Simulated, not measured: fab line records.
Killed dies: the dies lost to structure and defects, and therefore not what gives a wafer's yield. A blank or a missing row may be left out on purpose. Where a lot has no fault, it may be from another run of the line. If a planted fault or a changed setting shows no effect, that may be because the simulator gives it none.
fab line records	flow gf180mcu
record: lots: 5	wafers: 15	lastDay: 34
route steps=602 shown CONTACT@313 M1@315
lots that met no fault: taken from a fault-free run of the same line
startH: the number of hours between the record's first day and the start of the first shown wafer of the lot	waitH: hours since the lot's step before	" identical to the entry in the row above	L1.1+2: a row that stands for several wafers	- no value, or no start given	* or withheld: withheld	< > ~ a bound
route shown NAME@n: NAME is a module with steps in the file, n the number in the route of the first one	usual: the fault-free wafers' mean and standard deviation	same: alike in all rows	chamber/n: place in a boat	sites: per-site readings	_std_site: how widely they spread, as a standard deviation	_edge_site: the outer-site mean with the inner-site mean subtracted	radiusMm: for every site, how far away it sits from the centre of the wafer	mask NAME#n: copy n	behind: the most recent tool/chamber to have shaped the wafer	hold: the reason the lot was held/the length of the hold in hours/how it ended	device: which transistor (n, p or np) failed to switch	end of line: at the end of the route, the tests of the same wafers	step lacking rows: just its recipe	killed: at the first sort, the dies lost to defects and structure; wafer yield is something else	map: a wafer's dies, marking killed ones x, the rest . and places with no die _
set.NAME: setting as actually run; set.NAME@STEP: the setting as run at that earlier step	model.NAME: the simulator's own value behind a step, which no gauge read
a table for each step, a row for each wafer; lots at some steps of the route
services: when a tool's chamber went out of use (startH, in hours from the record's first day, below 0 if earlier), for how many hours, and the reason
== steps ==
step: GF_CONTACT_THK_MEAS_26
recipe: thkMeasGauge: xrf	reads: W_of_CONTACT_CVD_24
usual: CONTACT_W_THK: 290.4/2.9
lot.wafer	tool	chamber	startH	waitH	CONTACT_W_THK[nm]
L075.1	filmMetro-03	-	378.61	0.1	287.3
L075.5	"	-	"	"	287.9
L075.6	"	-	"	"	290.6
L076.2	filmMetro-03	-	387.48	0.1	290.0
L076.4	"	-	"	"	291.0
L076.6	"	-	"	"	289.0
L081.1	filmMetro-04	-	429.55	0.1	291.7
L081.4	"	-	"	"	291.9
L081.5	"	-	"	"	290.5
L087.1	filmMetro-02	-	480.36	0.1	287.7
L087.3	"	-	"	"	287.3
L087.5	"	-	"	"	286.0
L095.1	filmMetro-02	-	543.07	0.1	283.6
L095.4	"	-	"	"	287.4
L095.5	"	-	"	"	289.1
step: GF_CONTACT_CMP_27
recipe: stopOn: SiO2	downForcePsi: 3.5	platenRpm: 60	tOverpolishS: 15	targetThkNm: 0	padVelocityMS: 0.94248
usual: headPressurePsi: 3.500/0.0079	motorCurrentA: 10.6/1	overpolishRunS: 14.999/0.0086	slurryFlowMlMin: 150.0/0.49	timeToEndpointS: 73/3.9
same: tOverpolishS: 15
lot.wafer	tool	chamber	startH	waitH	headPressurePsi	motorCurrentA	overpolishRunS	slurryFlowMlMin	timeToEndpointS
L075.1	cmp-01	0	378.94	0.3	3.493	10.0	14.992	149.9	77
L075.6	"	1	"	"	3.497	10.6	14.992	150.0	74
L075.5	"	2	"	"	3.502	9.8	14.994	150.2	79
L076.4	cmp-01	1	387.53	0.0	3.504	10.1	14.997	149.7	75
L076.2	"	2	"	"	3.505	9.9	15.005	150.2	78
L076.6	"	1	"	"	3.501	9.9	14.996	150.2	74
L081.1	cmp-01	0	429.66	0.1	3.513	10.8	14.991	151.0	78
L081.4	"	1	"	"	3.496	11.1	15.005	149.9	76
L081.5	"	0	"	"	3.499	10.1	15.005	150.4	81
L087.3	cmp-01	3	480.42	0.0	3.492	9.7	14.996	150.6	68
L087.1	"	2	"	"	3.513	10.0	14.999	149.7	73
L087.5	"	3	"	"	3.495	9.3	15.024	149.6	65
L095.1	cmp-02	3	543.23	0.1	3.497	11.7	14.994	150.7	67
L095.4	"	0	"	"	3.508	10.5	15.007	149.5	70
L095.5	"	2	"	"	3.506	12.4	15.004	150.6	71
step: GF_M1_SPUTTER_00
recipe: material: Ti	targetThkNm: 37.5	arrivingIonEnergyEv: 80	substrateTempC: 200	chamberPressurePa: 2	powerW: 4000	timeS: 150
usual: throttleValvePct: 30.2/1
lot.wafer	tool	chamber	startH	waitH	throttleValvePct
L075.1	pvdSputter-01	-	379.09	0.1	31.7
L075.5	"	-	"	"	29.6
L075.6	"	-	"	"	31.5
L076.2	pvdSputter-02	-	387.83	0.2	29.6
L076.4	"	-	"	"	30.8
L076.6	"	-	"	"	30.3
L081.1	pvdSputter-01	-	429.91	0.2	31.3
L081.4	"	-	"	"	29.2
L081.5	"	-	"	"	31.6
L087.1	pvdSputter-01	-	480.72	0.1	28.2
L087.3	"	-	"	"	29.5
L087.5	"	-	"	"	28.5
L095.1	pvdSputter-02	-	543.43	0.1	30.4
L095.4	"	-	"	"	29.4
L095.5	"	-	"	"	30.9
step: GF_M1_SPUTTER_01
recipe: material: TiN	targetThkNm: 30	powerW: 6500	timeS: 25	chamberPressurePa: 0.4
usual: throttleValvePct: 30.2/0.95
lot.wafer	tool	chamber	startH	waitH	throttleValvePct
L075.1	pvdSputter-01	-	379.19	0.1	31.4
L075.5	"	-	"	"	29.2
L075.6	"	-	"	"	31.4
L076.2	pvdSputter-02	-	387.93	0.1	30.0
L076.4	"	-	"	"	30.5
L076.6	"	-	"	"	30.5
L081.1	pvdSputter-01	-	430.01	0.1	31.6
L081.4	"	-	"	"	29.5
L081.5	"	-	"	"	31.5
L087.1	pvdSputter-01	-	480.82	0.1	28.2
L087.3	"	-	"	"	29.3
L087.5	"	-	"	"	28.1
L095.1	pvdSputter-02	-	543.53	0.1	30.5
L095.4	"	-	"	"	29.6
L095.5	"	-	"	"	30.9
step: GF_M1_SPUTTER_02
recipe: material: AlCu	targetThkNm: 450	powerW: 10600	timeS: 23.9	chamberPressurePa: 0.4
usual: throttleValvePct: 30.2/1
lot.wafer	tool	chamber	startH	waitH	throttleValvePct
L075.1	pvdSputter-01	-	379.22	0.0	31.5
L075.5	"	-	"	"	29.5
L075.6	"	-	"	"	31.6
L076.2	pvdSputter-02	-	387.96	0.0	29.8
L076.4	"	-	"	"	30.7
L076.6	"	-	"	"	30.8
L081.1	pvdSputter-01	-	430.04	0.0	31.7
L081.4	"	-	"	"	28.9
L081.5	"	-	"	"	31.5
L087.1	pvdSputter-01	-	480.85	0.0	28.2
L087.3	"	-	"	"	29.5
L087.5	"	-	"	"	28.0
L095.1	pvdSputter-02	-	543.56	0.0	30.6
L095.4	"	-	"	"	29.6
L095.5	"	-	"	"	31.0
step: GF_M1_SPUTTER_03
recipe: material: Ti	targetThkNm: 10	substrateTempC: 300	chamberPressurePa: 0.3	powerW: 3000	timeS: 6.7
usual: throttleValvePct: 30.2/0.97
lot.wafer	tool	chamber	startH	waitH	throttleValvePct
L075.1	pvdSputter-01	-	379.25	0.0	31.4
L075.5	"	-	"	"	29.3
L075.6	"	-	"	"	31.5
L076.2	pvdSputter-02	-	387.99	0.0	29.7
L076.4	"	-	"	"	30.7
L076.6	"	-	"	"	30.3
L081.1	pvdSputter-01	-	430.07	0.0	31.4
L081.4	"	-	"	"	29.3
L081.5	"	-	"	"	31.6
L087.1	pvdSputter-01	-	480.88	0.0	28.3
L087.3	"	-	"	"	29.4
L087.5	"	-	"	"	28.3
L095.1	pvdSputter-02	-	543.59	0.0	30.5
L095.4	"	-	"	"	29.5
L095.5	"	-	"	"	31.2
step: GF_M1_SPUTTER_04
recipe: material: TiN	targetThkNm: 50	powerW: 6500	timeS: 41.7	chamberPressurePa: 0.4
usual: throttleValvePct: 30.2/0.98
lot.wafer	tool	chamber	startH	waitH	throttleValvePct
L075.1	pvdSputter-01	-	379.27	0.0	31.4
L075.5	"	-	"	"	29.5
L075.6	"	-	"	"	31.6
L076.2	pvdSputter-02	-	388.01	0.0	29.4
L076.4	"	-	"	"	30.6
L076.6	"	-	"	"	30.6
L081.1	pvdSputter-01	-	430.09	0.0	31.6
L081.4	"	-	"	"	29.3
L081.5	"	-	"	"	31.6
L087.1	pvdSputter-01	-	480.90	0.0	28.3
L087.3	"	-	"	"	29.6
L087.5	"	-	"	"	28.2
L095.1	pvdSputter-02	-	543.61	0.0	30.7
L095.4	"	-	"	"	29.6
L095.5	"	-	"	"	31.0
step: GF_M1_RS_MEAS_05
recipe: thkMeasGauge: four-point-probe	reads: TiN_of_M1_SPUTTER_04+Ti_of_M1_SPUTTER_03+AlCu_of_M1_SPUTTER_02+TiN_of_M1_SPUTTER_01+Ti_of_M1_SPUTTER_00
usual: M1_ALCU_RS: 0.0694/0.0008
lot.wafer	tool	chamber	startH	waitH	M1_ALCU_RS[ohm/sq]
L075.1	filmMetro-02	-	379.31	0.0	0.0701
L075.5	"	-	"	"	0.0696
L075.6	"	-	"	"	0.0699
L076.2	filmMetro-04	-	388.07	0.0	0.0684
L076.4	"	-	"	"	0.0695
L076.6	"	-	"	"	0.0690
L081.1	filmMetro-02	-	430.13	0.0	0.0690
L081.4	"	-	"	"	0.0688
L081.5	"	-	"	"	0.0690
L087.1	filmMetro-02	-	480.94	0.0	0.0707
L087.3	"	-	"	"	0.0699
L087.5	"	-	"	"	0.0708
L095.1	filmMetro-02	-	543.65	0.0	0.0690
L095.4	"	-	"	"	0.0686
L095.5	"	-	"	"	0.0679
step: GF_M1_THK_MEAS_06
recipe: thkMeasGauge: xrf	reads: AlCu_of_M1_SPUTTER_02
usual: M1_ALCU_THK: 452/5.8
lot.wafer	tool	chamber	startH	waitH	M1_ALCU_THK[nm]
L075.1	filmMetro-02	-	379.43	0.1	446
L075.5	"	-	"	"	452
L075.6	"	-	"	"	449
L076.2	filmMetro-04	-	388.18	0.1	465
L076.4	"	-	"	"	454
L076.6	"	-	"	"	456
L081.1	filmMetro-02	-	430.25	0.1	455
L081.4	"	-	"	"	457
L081.5	"	-	"	"	455
L087.1	filmMetro-02	-	481.06	0.1	445
L087.3	"	-	"	"	449
L087.5	"	-	"	"	443
L095.1	filmMetro-02	-	543.77	0.1	456
L095.4	"	-	"	"	457
L095.5	"	-	"	"	465
step: GF_M1_DEHYDRATE_07
recipe: tempC: 200	timeS: 60
usual: chillPlateTempC: 23.01/0.1	plateTempC: 200.00/0.15
lot.wafer	tool	chamber	startH	waitH	chillPlateTempC	plateTempC
L075.1	lithoTrack-04	0	390.10	10.7	23.04	199.97
L075.5	"	0	"	"	23.23	200.05
L075.6	"	0	"	"	23.13	200.14
L076.2	lithoTrack-04	0	399.23	11.0	23.11	199.86
L076.4	"	0	"	"	22.84	200.04
L076.6	"	0	"	"	23.06	200.05
L081.1	lithoTrack-01	0	441.55	11.3	23.02	199.96
L081.4	"	0	"	"	23.06	199.99
L081.5	"	0	"	"	23.08	200.10
L087.1	lithoTrack-04	0	491.70	10.6	23.00	200.08
L087.3	"	0	"	"	23.13	199.76
L087.5	"	0	"	"	23.10	200.05
L095.1	lithoTrack-02	0	554.43	10.6	23.11	199.96
L095.4	"	0	"	"	23.07	199.94
L095.5	"	0	"	"	22.89	200.12
step: GF_M1_HMDS_08
recipe: primeTimeS: 60	primeTempC: 120
usual: chillPlateTempC: 23.02/0.097
lot.wafer	tool	chamber	startH	waitH	chillPlateTempC
L075.1	lithoTrack-04	0	390.25	0.1	23.00
L075.5	"	0	"	"	22.96
L075.6	"	0	"	"	22.96
L076.2	lithoTrack-04	0	399.38	0.1	23.08
L076.4	"	0	"	"	23.03
L076.6	"	0	"	"	22.95
L081.1	lithoTrack-01	0	441.70	0.1	22.83
L081.4	"	0	"	"	23.00
L081.5	"	0	"	"	22.94
L087.1	lithoTrack-04	0	491.85	0.1	22.98
L087.3	"	0	"	"	23.09
L087.5	"	0	"	"	23.08
L095.1	lithoTrack-02	0	554.58	0.1	23.03
L095.4	"	0	"	"	22.84
L095.5	"	0	"	"	23.15
step: GF_M1_COAT_09
recipe: resist: KrF	spinRpm: withheld	resistThkNm: 1000
usual: chillPlateTempC: 23.01/0.086
lot.wafer	tool	chamber	startH	waitH	chillPlateTempC
L075.1	lithoTrack-04	0	390.40	0.1	23.10
L075.5	"	0	"	"	23.20
L075.6	"	0	"	"	22.98
L076.2	lithoTrack-04	0	399.53	0.1	22.93
L076.4	"	0	"	"	23.06
L076.6	"	0	"	"	22.93
L081.1	lithoTrack-01	0	441.85	0.1	23.04
L081.4	"	0	"	"	22.89
L081.5	"	0	"	"	23.06
L087.1	lithoTrack-04	0	492.00	0.1	23.03
L087.3	"	0	"	"	22.93
L087.5	"	0	"	"	23.12
L095.1	lithoTrack-02	0	554.73	0.1	23.17
L095.4	"	0	"	"	22.98
L095.5	"	0	"	"	23.14
step: GF_M1_SOFTBAKE_10
recipe: tempC: 130	timeS: 60	resist: KrF
usual: chillPlateTempC: 23.00/0.11	plateTempC: 129.97/0.13
lot.wafer	tool	chamber	startH	waitH	chillPlateTempC	plateTempC
L075.1	lithoTrack-04	0	390.55	0.1	23.04	129.77
L075.5	"	0	"	"	23.04	129.75
L075.6	"	0	"	"	23.03	130.02
L076.2	lithoTrack-04	0	399.68	0.1	23.09	130.09
L076.4	"	0	"	"	22.79	129.84
L076.6	"	0	"	"	23.04	129.94
L081.1	lithoTrack-01	0	442.00	0.1	22.91	129.91
L081.4	"	0	"	"	23.00	130.15
L081.5	"	0	"	"	22.92	129.84
L087.1	lithoTrack-04	0	492.15	0.1	22.93	129.97
L087.3	"	0	"	"	22.94	129.92
L087.5	"	0	"	"	22.78	129.88
L095.1	lithoTrack-02	0	554.88	0.1	23.01	129.90
L095.4	"	0	"	"	23.05	129.87
L095.5	"	0	"	"	22.97	129.95
step: GF_M1_EXPOSE_11
recipe: maskId: Metal1	targetCdNm: 230	na: 0.68	sourceShape: conventional	sigmaOuter: 0.6	doseMj: 28
usual: exposureDoseMJCm2: 27.997/0.025
lot.wafer	tool	chamber	startH	waitH	mask	exposureDoseMJCm2
L075.1	krfScanner-01	0	-	-	Metal1#0	28.014
L075.5	"	0	"	"	Metal1#0	28.017
L075.6	"	0	"	"	Metal1#0	28.033
L076.2	krfScanner-02	0	-	-	Metal1#0	27.988
L076.4	"	0	"	"	Metal1#0	27.963
L076.6	"	0	"	"	Metal1#0	28.015
L081.1	krfScanner-02	0	-	-	Metal1#0	27.997
L081.4	"	0	"	"	Metal1#0	27.984
L081.5	"	0	"	"	Metal1#0	27.984
L087.1	krfScanner-02	0	-	-	Metal1#0	28.032
L087.3	"	0	"	"	Metal1#0	28.000
L087.5	"	0	"	"	Metal1#0	28.047
L095.1	krfScanner-01	0	-	-	Metal1#0	27.999
L095.4	"	0	"	"	Metal1#0	27.978
L095.5	"	0	"	"	Metal1#0	28.013
step: GF_M1_PEB_12
recipe: pebTempC: 135	pebTimeS: 90	resist: KrF
usual: chillPlateTempC: 22.98/0.1	plateTempC: 135.00/0.17
lot.wafer	tool	chamber	startH	waitH	chillPlateTempC	plateTempC
L075.1	lithoTrack-02	0	-	-	22.88	134.81
L075.5	"	0	"	"	23.08	134.65
L075.6	"	0	"	"	22.99	134.53
L076.2	lithoTrack-04	0	-	-	22.92	135.25
L076.4	"	0	"	"	23.01	135.24
L076.6	"	0	"	"	22.92	135.15
L081.1	lithoTrack-01	0	-	-	22.93	134.92
L081.4	"	0	"	"	22.93	134.83
L081.5	"	0	"	"	23.02	134.86
L087.1	lithoTrack-04	0	-	-	22.86	135.09
L087.3	"	0	"	"	22.98	134.86
L087.5	"	0	"	"	22.87	135.07
L095.1	lithoTrack-04	0	-	-	22.95	134.90
L095.4	"	0	"	"	22.93	135.00
L095.5	"	0	"	"	22.93	135.23
== services ==
tool	chamber	startH	hours	kind
pvdSputter-02	-	356.47	1.5	repair
krfScanner-02	-	363.45	0.8	pm
cmp-01	-	373.65	2.5	repair
krfScanner-02	-	374.54	4.0	pm
krfScanner-01	-	379.85	1.3	pm
cmp-01	-	391.69	1.0	repair
cmp-02	-	404.00	4.0	pm
pvdSputter-02	-	418.40	2.2	repair
cmp-02	-	443.55	5.8	pm
pvdSputter-01	0	457.66	-	consumableReplace:kit
cmp-01	-	460.01	7.6	pm
krfScanner-02	-	468.16	1.0	pm
cmp-01	-	472.18	5.2	repair
krfScanner-02	-	490.16	1.3	pm
krfScanner-01	-	491.64	0.8	pm
cmp-02	-	497.91	3.0	repair
krfScanner-01	-	503.37	1.0	pm
cmp-01	-	504.32	4.2	repair
pvdSputter-02	-	520.89	0.6	repair
krfScanner-02	-	532.25	0.8	pm
krfScanner-02	-	534.83	0.4	repair
krfScanner-01	-	555.75	1.3	pm
krfScanner-02	-	560.82	1.9	repair
krfScanner-02	-	562.70	0.8	pm
== key ==
fault none
